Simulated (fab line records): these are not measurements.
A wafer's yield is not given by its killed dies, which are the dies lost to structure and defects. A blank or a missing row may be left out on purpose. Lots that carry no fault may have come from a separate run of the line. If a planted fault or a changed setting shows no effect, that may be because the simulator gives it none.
fab line records	flow gf180mcu
[record] lots = 24	wafers = 72	last-day = 34
route steps=602 shown M2@366 V4@494 MIM@503 M5@537 PASSIVATION@588
lots that met no fault: from a run of the same line without faults
start-h: hours from the record's opening day to when the first of the lot's shown wafers began	wait-h: hours elapsed since this lot's preceding step	" same as the row above	L1.1+2: a row that stands for several wafers	- no value, or no start was given	* or withheld: withheld	< > ~ a bound
route shown NAME@n: names a module that has steps shown in the file, with the first one's number in the route	usual: mean/standard deviation of fault-free wafers	same: alike in all rows	chamber/n: place in a boat	sites: per-site readings	_std_site: the values' standard deviation	_edge_site: the outer-site mean with the inner-site mean subtracted	radius-mm: for every site, how far away it sits from the centre of the wafer	mask NAME#n: copy n	behind: the last tool/chamber to shape the wafer	hold: why the lot went on hold/how many hours it stayed there/how the hold came to an end	device: which transistor (n, p or np) failed to switch	end of line: the same wafers' tests at the end of the route	step lacking rows: just its recipe	killed: dies lost to structure and defects at the first sort, not the wafer's yield	map: the dies of a wafer, with x for killed, . for not killed, _ for no die there
set.NAME: setting as actually run; set.NAME@STEP: the setting as run at that earlier step	model.NAME: the simulator's own value behind a step, which no gauge read
the route's steps for a sample of lots (tables are steps, rows are wafers)
services: the hour from which a tool's chamber was out of use, counted from the record's first day as start-h (under 0 if before that day), plus the number of hours and why
[[steps]]
[step GF_M2_SPUTTER_04]
[recipe] material = TiN	target-thk-nm = 50	power-w = 6500	time-s = 41.7	chamber-pressure-pa = 0.4
[usual] throttle-valve-pct = 29.9/1.2
lot.wafer	tool	chamber	start-h	wait-h	throttle-valve-pct
L074.1	pvd-sputter-02	-	412.67	0.0	30.7
L074.3	"	-	"	"	31.6
L074.5	"	-	"	"	29.0
L075.1	pvd-sputter-02	-	416.03	0.0	30.4
L075.2	"	-	"	"	31.7
L075.6	"	-	"	"	31.3
L076.1	pvd-sputter-01	-	426.74	0.0	27.6
L076.3	"	-	"	"	28.8
L076.4	"	-	"	"	30.1
L077.1	pvd-sputter-02	-	437.28	0.0	31.6
L077.3	"	-	"	"	29.1
L077.4	"	-	"	"	30.4
L078.3	pvd-sputter-02	-	445.06	0.0	30.8
L078.5	"	-	"	"	30.4
L078.6	"	-	"	"	31.9
L079.2	pvd-sputter-02	-	453.04	0.0	30.7
L079.3	"	-	"	"	30.4
L079.4	"	-	"	"	31.9
L080.2	pvd-sputter-02	-	464.14	0.0	30.6
L080.4	"	-	"	"	31.0
L080.6	"	-	"	"	29.1
L081.2	pvd-sputter-01	-	478.86	0.0	30.7
L081.4	"	-	"	"	28.9
L081.5	"	-	"	"	30.1
L082.3	pvd-sputter-01	-	479.89	0.0	29.1
L082.4	"	-	"	"	30.4
L082.6	"	-	"	"	29.7
L083.2	pvd-sputter-01	-	493.37	0.0	30.6
L083.3	"	-	"	"	28.7
L083.5	"	-	"	"	29.9
L084.1	pvd-sputter-04	-	511.36	0.0	28.9
L084.3	"	-	"	"	29.8
L084.5	"	-	"	"	31.1
L085.2	pvd-sputter-01	-	521.92	0.0	28.9
L085.3	"	-	"	"	29.9
L085.4	"	-	"	"	30.5
L086.2	pvd-sputter-02	-	527.33	0.0	31.6
L086.4	"	-	"	"	30.9
L086.5	"	-	"	"	31.1
L087.2	pvd-sputter-01	-	532.70	0.0	29.0
L087.4	"	-	"	"	27.6
L087.5	"	-	"	"	29.0
L088.1	pvd-sputter-02	-	537.27	0.0	31.9
L088.5	"	-	"	"	30.2
L088.6	"	-	"	"	30.9
L090.3	pvd-sputter-02	-	554.84	0.0	31.0
L090.5	"	-	"	"	29.0
L090.6	"	-	"	"	30.8
L089.1	pvd-sputter-02	-	558.89	0.0	29.0
L089.4	"	-	"	"	31.0
L089.6	"	-	"	"	32.0
L091.1	pvd-sputter-01	-	564.48	0.0	30.0
L091.2	"	-	"	"	27.3
L091.4	"	-	"	"	30.5
L092.3	pvd-sputter-01	-	566.33	0.0	30.4
L092.4	"	-	"	"	27.8
L092.5	"	-	"	"	28.9
L093.3	pvd-sputter-01	-	575.18	0.0	30.5
L093.4	"	-	"	"	29.8
L093.6	"	-	"	"	29.7
L094.2	pvd-sputter-01	-	581.38	0.0	29.9
L094.3	"	-	"	"	28.7
L094.4	"	-	"	"	30.3
L096.1	pvd-sputter-01	-	599.81	0.0	27.4
L096.3	"	-	"	"	30.2
L096.6	"	-	"	"	30.6
L095.2	pvd-sputter-02	-	600.13	0.0	30.8
L095.4	"	-	"	"	30.9
L095.6	"	-	"	"	29.3
L097.3	pvd-sputter-01	-	609.80	0.0	28.7
L097.4	"	-	"	"	30.8
L097.5	"	-	"	"	29.0
[step GF_V4_STRIP_18]
[recipe] chemistry = O2/N2	power-w = 1400	pressure-mtorr = 1500	platen-temp-c = 250	o2-flow-sccm = 3000	n2-flow-sccm = 300	overash-fraction = 0.5
[usual] drypump-motor-current-A = 5.7/0.37	heater-power-w = 330/22	oes-product-au = 0.592/0.0049
lot.wafer	tool	chamber	start-h	wait-h	drypump-motor-current-A	heater-power-w	oes-product-au	rf-hours-counter-h
L074.1	plasma-asher-03	1	561.01	-	6.4	330	0.603	15
L074.3	"	1	"	"	6.4	336	0.598	-
L074.5	"	1	"	"	6.4	336	0.594	-
L075.1	plasma-asher-04	1	563.52	-	6.1	345	0.598	85
L075.2	"	0	"	"	5.3	311	0.595	85
L075.6	"	0	"	"	5.3	307	0.590	-
L076.1	plasma-asher-04	1	574.34	-	6.1	339	0.585	87
L076.3	"	1	"	"	6.1	347	0.587	-
L076.4	"	0	"	"	5.3	315	0.594	-
L077.1	plasma-asher-04	1	584.82	-	6.1	337	0.594	88
L077.3	"	1	"	"	6.1	337	0.600	-
L077.4	"	0	"	"	5.3	310	0.591	-
L078.3	plasma-asher-02	1	591.24	-	5.7	362	0.591	-
L078.5	"	1	"	"	5.7	362	0.588	-
L078.6	"	0	"	"	5.4	332	0.597	-
L079.2	plasma-asher-04	0	596.51	-	5.3	315	0.591	90
L079.3	"	1	"	"	6.1	329	0.591	-
L079.4	"	0	"	"	5.3	319	0.591	-
L080.2	plasma-asher-03	1	607.26	-	6.4	339	0.591	21
L080.4	"	1	"	"	6.3	330	0.589	-
L080.6	"	1	"	"	6.4	341	0.584	-
L081.2	plasma-asher-03	0	621.12	-	5.5	270	0.599	22
L081.4	"	0	"	"	5.5	277	0.589	-
L081.5	"	1	"	"	6.4	335	0.583	-
L082.3	plasma-asher-04	1	621.50	-	6.1	341	0.598	-
L082.4	"	0	"	"	5.3	313	0.596	-
L082.6	"	0	"	"	5.3	321	0.598	-
L083.2	plasma-asher-04	1	632.59	-	6.1	349	0.596	93
L083.3	"	1	"	"	6.1	343	0.595	-
L083.5	"	1	"	"	6.1	332	0.590	-
L084.1	plasma-asher-02	1	648.89	-	5.7	372	0.589	55
L084.3	"	1	"	"	5.7	357	0.592	-
L084.5	"	1	"	"	5.7	365	0.596	-
L085.2	plasma-asher-02	0	656.12	-	5.4	335	0.591	56
L085.3	"	1	"	"	5.7	368	0.598	-
L085.4	"	0	"	"	5.4	337	0.588	-
L086.2	plasma-asher-03	0	661.91	-	5.6	273	0.588	27
L086.4	"	0	"	"	5.6	274	0.589	-
L086.5	"	1	"	"	6.3	329	0.593	-
L087.2	plasma-asher-02	0	666.69	-	5.4	335	0.591	57
L087.4	"	1	"	"	5.7	364	0.584	-
L087.5	"	0	"	"	5.4	345	0.601	-
L088.1	plasma-asher-04	1	671.12	-	6.1	345	0.593	97
L088.5	"	0	"	"	5.3	320	0.597	-
L088.6	"	1	"	"	6.1	341	0.598	-
L090.3	plasma-asher-02	0	686.05	-	5.4	343	0.594	-
L090.5	"	1	"	"	5.7	364	0.590	-
L090.6	"	0	"	"	5.4	342	0.595	-
L089.1	plasma-asher-02	1	689.82	-	5.7	369	0.591	59
L089.4	"	1	"	"	5.7	360	0.600	-
L089.6	"	0	"	"	5.4	341	0.593	-
L091.1	plasma-asher-04	1	693.57	-	6.1	331	0.590	100
L091.2	"	0	"	"	5.3	323	0.588	100
L091.4	"	0	"	"	5.3	313	0.591	-
L092.3	plasma-asher-04	0	694.54	-	5.3	315	0.589	-
L092.4	"	1	"	"	6.1	332	0.591	-
L092.5	"	1	"	"	6.1	336	0.591	-
L093.3	plasma-asher-04	0	702.80	-	5.3	307	0.589	-
L093.4	"	1	"	"	6.1	345	0.593	-
L093.6	"	0	"	"	5.3	318	0.596	-
L094.2	plasma-asher-02	0	708.86	-	5.3	342	0.599	61
L094.3	"	1	"	"	5.7	365	0.590	-
L094.4	"	0	"	"	5.4	344	0.588	-
L095.2	plasma-asher-04	1	723.16	-	6.1	333	0.597	103
L095.4	"	0	"	"	5.3	316	0.580	-
L095.6	"	1	"	"	6.1	347	0.590	-
L096.1	plasma-asher-04	0	723.86	-	5.3	309	0.591	103
L096.3	"	0	"	"	5.3	319	0.602	-
L096.6	"	1	"	"	6.1	333	0.588	-
L097.3	plasma-asher-04	0	732.64	-	5.3	317	0.599	-
L097.4	"	1	"	"	6.1	335	0.600	-
L097.5	"	1	"	"	6.1	336	0.597	-
[step GF_V4_SPUTTER_21]
[recipe] material = Ti	target-thk-nm = 15	chamber-pressure-pa = 5	power-w = 2500	substrate-temp-c = 200	time-s = 80.02
[usual] throttle-valve-pct = 30.2/1.3
lot.wafer	tool	chamber	start-h	wait-h	throttle-valve-pct
L074.1	pvd-sputter-03	-	561.54	0.0	28.3
L074.3	"	-	"	"	30.6
L074.5	"	-	"	"	30.0
L075.1	pvd-sputter-03	-	564.05	0.0	30.0
L075.2	"	-	"	"	30.6
L075.6	"	-	"	"	30.5
L076.1	pvd-sputter-04	-	574.87	0.0	29.5
L076.3	"	-	"	"	30.4
L076.4	"	-	"	"	28.8
L077.1	pvd-sputter-04	-	585.38	0.0	30.9
L077.3	"	-	"	"	28.7
L077.4	"	-	"	"	29.8
L078.3	pvd-sputter-02	-	591.75	0.0	29.1
L078.5	"	-	"	"	31.1
L078.6	"	-	"	"	31.6
L079.2	pvd-sputter-03	-	597.05	0.0	28.3
L079.3	"	-	"	"	30.1
L079.4	"	-	"	"	30.5
L080.2	pvd-sputter-03	-	607.83	0.0	30.6
L080.4	"	-	"	"	30.3
L080.6	"	-	"	"	28.6
L081.2	pvd-sputter-03	-	621.66	0.0	30.0
L081.4	"	-	"	"	30.5
L081.5	"	-	"	"	30.7
L082.3	pvd-sputter-02	-	622.00	0.0	30.9
L082.4	"	-	"	"	31.8
L082.6	"	-	"	"	31.8
L083.2	pvd-sputter-03	-	633.15	0.0	28.3
L083.3	"	-	"	"	32.6
L083.5	"	-	"	"	28.3
L084.1	pvd-sputter-02	-	649.42	0.0	29.0
L084.3	"	-	"	"	31.1
L084.5	"	-	"	"	30.3
L085.2	pvd-sputter-02	-	656.69	0.0	30.9
L085.3	"	-	"	"	29.2
L085.4	"	-	"	"	30.4
L086.2	pvd-sputter-02	-	662.47	0.0	31.9
L086.4	"	-	"	"	29.4
L086.5	"	-	"	"	30.5
L087.2	pvd-sputter-03	-	667.23	0.0	28.5
L087.4	"	-	"	"	30.0
L087.5	"	-	"	"	30.4
L088.1	pvd-sputter-04	-	671.65	0.0	29.7
L088.5	"	-	"	"	30.0
L088.6	"	-	"	"	28.8
L090.3	pvd-sputter-03	-	686.89	0.0	30.9
L090.5	"	-	"	"	28.3
L090.6	"	-	"	"	29.9
L089.1	pvd-sputter-03	-	690.35	0.0	30.7
L089.4	"	-	"	"	32.5
L089.6	"	-	"	"	30.6
L091.1	pvd-sputter-03	-	694.10	0.0	28.6
L091.2	"	-	"	"	30.6
L091.4	"	-	"	"	29.9
L092.3	pvd-sputter-04	-	695.04	0.0	29.9
L092.4	"	-	"	"	29.8
L092.5	"	-	"	"	28.9
L093.3	pvd-sputter-04	-	703.31	0.0	28.8
L093.4	"	-	"	"	31.2
L093.6	"	-	"	"	28.7
L094.2	pvd-sputter-03	-	709.42	0.0	30.5
L094.3	"	-	"	"	28.4
L094.4	"	-	"	"	29.8
L095.2	pvd-sputter-03	-	723.73	0.0	30.2
L095.4	"	-	"	"	28.3
L095.6	"	-	"	"	32.3
L096.1	pvd-sputter-02	-	724.42	0.0	30.8
L096.3	"	-	"	"	30.5
L096.6	"	-	"	"	29.1
L097.3	pvd-sputter-03	-	733.21	0.0	32.6
L097.4	"	-	"	"	28.5
L097.5	"	-	"	"	30.5
[step GF_MIM_SPUTTER_00]
[recipe] material = Ti	target-thk-nm = 37.5	arriving-ion-energy-ev = 80	substrate-temp-c = 200	chamber-pressure-pa = 2	power-w = 4000	time-s = 150
[usual] throttle-valve-pct = 29.8/1.4
lot.wafer	tool	chamber	start-h	wait-h	throttle-valve-pct
L074.1	pvd-sputter-01	-	562.46	0.1	29.9
L074.3	"	-	"	"	27.3
L074.5	"	-	"	"	27.3
L075.1	pvd-sputter-02	-	564.86	0.2	30.4
L075.2	"	-	"	"	32.0
L075.6	"	-	"	"	29.2
L076.1	pvd-sputter-03	-	575.84	0.2	30.7
L076.3	"	-	"	"	28.4
L076.4	"	-	"	"	32.2
L077.1	pvd-sputter-01	-	586.19	0.2	29.9
L077.3	"	-	"	"	27.3
L077.4	"	-	"	"	30.3
L078.3	pvd-sputter-03	-	592.44	0.1	30.6
L078.5	"	-	"	"	30.8
L078.6	"	-	"	"	28.3
L079.2	pvd-sputter-01	-	597.74	0.1	29.9
L079.3	"	-	"	"	30.6
L079.4	"	-	"	"	27.4
L080.2	pvd-sputter-01	-	608.52	0.2	30.7
L080.4	"	-	"	"	28.6
L080.6	"	-	"	"	28.9
L081.2	pvd-sputter-01	-	622.35	0.2	27.4
L081.4	"	-	"	"	30.6
L081.5	"	-	"	"	27.6
L082.3	pvd-sputter-01	-	622.69	0.2	27.6
L082.4	"	-	"	"	27.7
L082.6	"	-	"	"	28.9
L083.2	pvd-sputter-02	-	633.84	0.2	29.2
L083.3	"	-	"	"	30.2
L083.5	"	-	"	"	30.6
L084.1	pvd-sputter-02	-	650.13	0.2	29.2
L084.3	"	-	"	"	30.7
L084.5	"	-	"	"	31.8
L085.2	pvd-sputter-03	-	657.38	0.2	30.0
L085.3	"	-	"	"	32.3
L085.4	"	-	"	"	30.4
L086.2	pvd-sputter-03	-	663.17	0.1	32.4
L086.4	"	-	"	"	30.4
L086.5	"	-	"	"	32.3
L087.2	pvd-sputter-02	-	667.92	0.1	31.6
L087.4	"	-	"	"	31.3
L087.5	"	-	"	"	28.9
L088.1	pvd-sputter-02	-	672.34	0.2	31.8
L088.5	"	-	"	"	31.2
L088.6	"	-	"	"	29.1
L090.3	pvd-sputter-01	-	687.59	0.2	30.7
L090.5	"	-	"	"	27.6
L090.6	"	-	"	"	28.8
L089.1	pvd-sputter-03	-	691.04	0.2	30.1
L089.4	"	-	"	"	30.5
L089.6	"	-	"	"	30.1
L091.1	pvd-sputter-03	-	694.79	0.2	30.5
L091.2	"	-	"	"	32.5
L091.4	"	-	"	"	28.5
L092.3	pvd-sputter-03	-	695.73	0.1	28.3
L092.4	"	-	"	"	30.1
L092.5	"	-	"	"	32.6
L093.3	pvd-sputter-03	-	704.00	0.1	30.0
L093.4	"	-	"	"	28.3
L093.6	"	-	"	"	28.4
L094.2	pvd-sputter-03	-	710.26	0.2	30.6
L094.3	"	-	"	"	32.5
L094.4	"	-	"	"	28.4
L095.2	pvd-sputter-01	-	724.42	0.1	28.7
L095.4	"	-	"	"	27.3
L095.6	"	-	"	"	28.9
L096.1	pvd-sputter-01	-	725.12	0.2	30.1
L096.3	"	-	"	"	29.0
L096.6	"	-	"	"	29.8
L097.3	pvd-sputter-01	-	734.63	0.1	28.7
L097.4	"	-	"	"	30.6
L097.5	"	-	"	"	30.0
[step GF_M5_STRIP_11]
[recipe] chemistry = O2/N2	power-w = 1400	pressure-mtorr = 1500	platen-temp-c = 250	o2-flow-sccm = 3000	n2-flow-sccm = 300	overash-fraction = 0.5
[usual] drypump-motor-current-A = 5.6/0.55	heater-power-w = 328/25	oes-product-au = 0.542/0.005	strip-time-to-endpoint-s = 7.50/0.047
lot.wafer	tool	chamber	start-h	wait-h	drypump-motor-current-A	heater-power-w	oes-product-au	rf-hours-counter-h	strip-time-to-endpoint-s
L074.1	plasma-asher-03	1	605.72	0.1	6.3	331	0.547	21	7.42
L074.3	"	0	"	"	5.5	269	0.552	-	7.55
L074.5	"	0	"	"	5.6	283	0.544	-	7.49
L075.1	plasma-asher-01	0	608.42	0.1	4.7	357	0.544	81	7.57
L075.2	"	1	"	"	6.0	335	0.543	81	7.56
L075.6	"	1	"	"	6.0	315	0.548	-	7.59
L076.1	plasma-asher-04	0	619.28	0.1	5.3	320	0.542	92	7.48
L076.3	"	1	"	"	6.1	334	0.541	-	7.51
L076.4	"	0	"	"	5.3	313	0.540	-	7.57
L077.1	plasma-asher-04	0	628.95	0.1	5.3	303	0.544	93	7.48
L077.3	"	0	"	"	5.3	320	0.551	-	7.55
L077.4	"	1	"	"	6.1	335	0.547	-	7.48
L078.3	plasma-asher-04	1	635.37	0.1	6.1	336	0.541	-	7.48
L078.5	"	0	"	"	5.3	319	0.548	-	7.56
L078.6	"	1	"	"	6.1	346	0.544	-	7.50
L079.2	plasma-asher-04	1	639.02	0.1	6.1	338	0.538	94	7.48
L079.3	"	0	"	"	5.3	318	0.538	-	7.52
L079.4	"	1	"	"	6.1	332	0.542	-	7.40
L080.2	plasma-asher-01	1	649.22	0.1	6.0	319	0.539	85	7.50
L080.4	"	1	"	"	6.0	325	0.549	-	7.56
L080.6	"	0	"	"	4.8	365	0.547	-	7.49
L081.2	plasma-asher-01	1	662.87	0.1	6.0	323	0.539	87	7.51
L081.4	"	0	"	"	4.7	363	0.542	-	7.51
L081.5	"	1	"	"	6.0	315	0.551	-	7.55
L082.3	plasma-asher-04	1	663.67	0.1	6.1	348	0.546	-	7.44
L082.4	"	0	"	"	5.3	313	0.533	-	7.52
L082.6	"	0	"	"	5.3	316	0.548	-	7.53
L083.2	plasma-asher-03	0	674.47	0.1	5.5	281	0.554	28	7.52
L083.3	"	0	"	"	5.5	279	0.540	-	7.53
L083.5	"	0	"	"	5.5	279	0.543	-	7.56
L084.1	plasma-asher-01	0	690.17	0.1	4.7	362	0.539	90	7.52
L084.3	"	1	"	"	6.0	319	0.539	-	7.52
L084.5	"	0	"	"	4.7	361	0.553	-	7.52
L085.2	plasma-asher-03	1	696.02	0.1	6.4	325	0.539	31	7.47
L085.3	"	1	"	"	6.3	336	0.542	-	7.48
L085.4	"	0	"	"	5.6	277	0.534	-	7.46
L086.2	plasma-asher-01	1	702.23	0.1	6.0	321	0.537	91	7.47
L086.4	"	1	"	"	6.0	324	0.552	-	7.53
L086.5	"	0	"	"	4.7	362	0.545	-	7.52
L087.2	plasma-asher-04	0	705.78	0.1	5.3	312	0.536	101	7.44
L087.4	"	1	"	"	6.1	342	0.542	-	7.46
L087.5	"	0	"	"	5.3	312	0.537	-	7.45
L088.1	plasma-asher-01	1	710.44	0.2	6.0	318	0.542	92	7.46
L088.5	"	1	"	"	6.0	322	0.548	-	7.44
L088.6	"	0	"	"	4.7	367	0.537	-	7.46
L090.3	plasma-asher-03	0	725.43	0.1	5.5	281	0.535	-	7.45
L090.5	"	1	"	"	6.4	342	0.539	-	7.44
L090.6	"	0	"	"	5.5	276	0.531	-	7.47
L089.1	plasma-asher-04	0	727.99	0.2	5.3	316	0.534	103	7.48
L089.4	"	1	"	"	6.1	340	0.544	-	7.49
L089.6	"	0	"	"	5.3	307	0.542	-	7.47
L091.1	plasma-asher-01	0	731.48	0.1	4.7	379	0.550	94	7.56
L091.2	"	1	"	"	6.0	311	0.540	94	7.46
L091.4	"	1	"	"	6.0	322	0.549	-	7.58
L092.3	plasma-asher-03	0	732.22	0.1	5.5	272	0.539	-	7.54
L092.4	"	1	"	"	6.3	330	0.542	-	7.48
L092.5	"	1	"	"	6.3	336	0.540	-	7.49
L093.3	plasma-asher-01	0	739.25	0.1	4.7	359	0.538	-	7.40
L093.4	"	1	"	"	6.0	319	0.534	-	7.44
L093.6	"	1	"	"	6.0	331	0.540	-	7.46
L094.2	plasma-asher-04	1	745.86	0.1	6.1	317	0.542	0	7.49
L094.3	"	1	"	"	6.1	318	0.537	-	7.51
L094.4	"	0	"	"	5.3	315	0.547	-	7.57
L095.2	plasma-asher-01	1	758.78	0.1	6.0	320	0.547	97	7.55
L095.4	"	1	"	"	6.0	320	0.543	-	7.52
L095.6	"	0	"	"	4.7	364	0.544	-	7.56
L096.1	plasma-asher-04	1	759.73	0.1	6.1	321	0.543	2	7.47
L096.3	"	1	"	"	6.1	325	0.547	-	7.45
L096.6	"	1	"	"	6.1	321	0.552	-	7.57
L097.3	plasma-asher-04	1	768.66	0.1	6.1	328	0.545	-	7.41
L097.4	"	0	"	"	5.3	321	0.540	-	7.49
L097.5	"	0	"	"	5.3	317	0.537	-	7.37
[step GF_PASSIVATION_THK_MEAS_01]
[recipe] reads = SiO2_of_PASSIVATION_CVD_00
[usual] PASSIVATION_CVD_00_THK = 1003/17
lot.wafer	tool	chamber	start-h	wait-h	PASSIVATION_CVD_00_THK[nm]
L074.1	film-metro-04	-	649.84	0.0	1010
L074.3	"	-	"	"	1001
L074.5	"	-	"	"	1005
L075.1	film-metro-01	-	652.78	0.0	964
L075.2	"	-	"	"	983
L075.6	"	-	"	"	994
L076.1	film-metro-04	-	663.18	0.0	979
L076.3	"	-	"	"	992
L076.4	"	-	"	"	999
L077.1	film-metro-03	-	673.37	0.0	990
L077.3	"	-	"	"	1008
L077.4	"	-	"	"	997
L078.3	film-metro-01	-	679.06	0.1	1011
L078.5	"	-	"	"	991
L078.6	"	-	"	"	1029
L079.2	film-metro-03	-	682.74	0.0	1022
L079.3	"	-	"	"	1008
L079.4	"	-	"	"	1040
L080.2	film-metro-01	-	692.09	0.0	986
L080.4	"	-	"	"	995
L080.6	"	-	"	"	1000
L081.2	film-metro-03	-	704.40	0.1	972
L081.4	"	-	"	"	993
L081.5	"	-	"	"	988
L082.3	film-metro-01	-	705.01	0.1	984
L082.4	"	-	"	"	1006
L082.6	"	-	"	"	999
L083.2	film-metro-03	-	714.65	0.0	1002
L083.3	"	-	"	"	969
L083.5	"	-	"	"	1006
L084.1	film-metro-01	-	730.08	0.0	999
L084.3	"	-	"	"	986
L084.5	"	-	"	"	1001
L085.2	film-metro-04	-	734.78	0.0	1010
L085.3	"	-	"	"	1014
L085.4	"	-	"	"	1032
L086.2	film-metro-04	-	741.07	0.0	1011
L086.4	"	-	"	"	1009
L086.5	"	-	"	"	1025
L087.2	film-metro-03	-	744.58	0.0	1001
L087.4	"	-	"	"	986
L087.5	"	-	"	"	1008
L088.1	film-metro-01	-	748.77	0.0	992
L088.5	"	-	"	"	990
L088.6	"	-	"	"	1017
L090.3	film-metro-03	-	763.27	0.1	1022
L090.5	"	-	"	"	999
L090.6	"	-	"	"	1024
L089.1	film-metro-04	-	765.43	0.1	1004
L089.4	"	-	"	"	1027
L089.6	"	-	"	"	1041
L091.1	film-metro-01	-	769.32	0.0	1008
L091.2	"	-	"	"	1013
L091.4	"	-	"	"	1029
L092.3	film-metro-01	-	770.40	0.1	967
L092.4	"	-	"	"	1017
L092.5	"	-	"	"	994
L093.3	film-metro-04	-	776.62	0.1	1012
L093.4	"	-	"	"	1039
L093.6	"	-	"	"	1026
L094.2	film-metro-01	-	781.66	0.0	1010
L094.3	"	-	"	"	1000
L094.4	"	-	"	"	1034
L095.2	film-metro-04	-	794.41	0.0	993
L095.4	"	-	"	"	1008
L095.6	"	-	"	"	1006
L096.1	film-metro-03	-	794.73	0.0	983
L096.3	"	-	"	"	998
L096.6	"	-	"	"	994
L097.3	film-metro-01	-	803.44	0.1	1005
L097.4	"	-	"	"	1026
L097.5	"	-	"	"	1010
[[services]]
tool	chamber	start-h	hours	kind
plasma-asher-03	-	421.25	9.0	pm
pvd-sputter-03	-	426.13	11.6	repair
pvd-sputter-02	-	427.86	6.2	repair
pvd-sputter-04	-	448.82	2.2	repair
plasma-asher-01	-	465.10	15.9	pm
pvd-sputter-01	1	467.05	-	consumable-replace:kit
pvd-sputter-01	1	467.05	18.0	scheduled-down
pvd-sputter-01	1	467.05	18.0	vent-cycle
pvd-sputter-04	-	472.53	4.9	repair
plasma-asher-02	-	557.43	28.9	repair
pvd-sputter-02	2	585.35	-	consumable-replace:kit
pvd-sputter-02	2	585.35	18.0	scheduled-down
pvd-sputter-02	2	585.35	18.0	vent-cycle
pvd-sputter-01	0	614.63	-	consumable-replace:kit
plasma-asher-02	-	623.36	1.4	repair
plasma-asher-04	-	653.58	0.3	repair
plasma-asher-02	-	686.72	2.8	pm
pvd-sputter-02	-	689.71	9.4	repair
plasma-asher-04	-	733.75	9.0	pm
plasma-asher-04	0	733.75	9.0	vent-cycle
plasma-asher-04	1	733.75	9.0	vent-cycle
plasma-asher-04	0	742.75	-	clean
plasma-asher-04	1	742.75	-	clean
pvd-sputter-02	-	752.11	2.1	repair
[[key]]
fault none
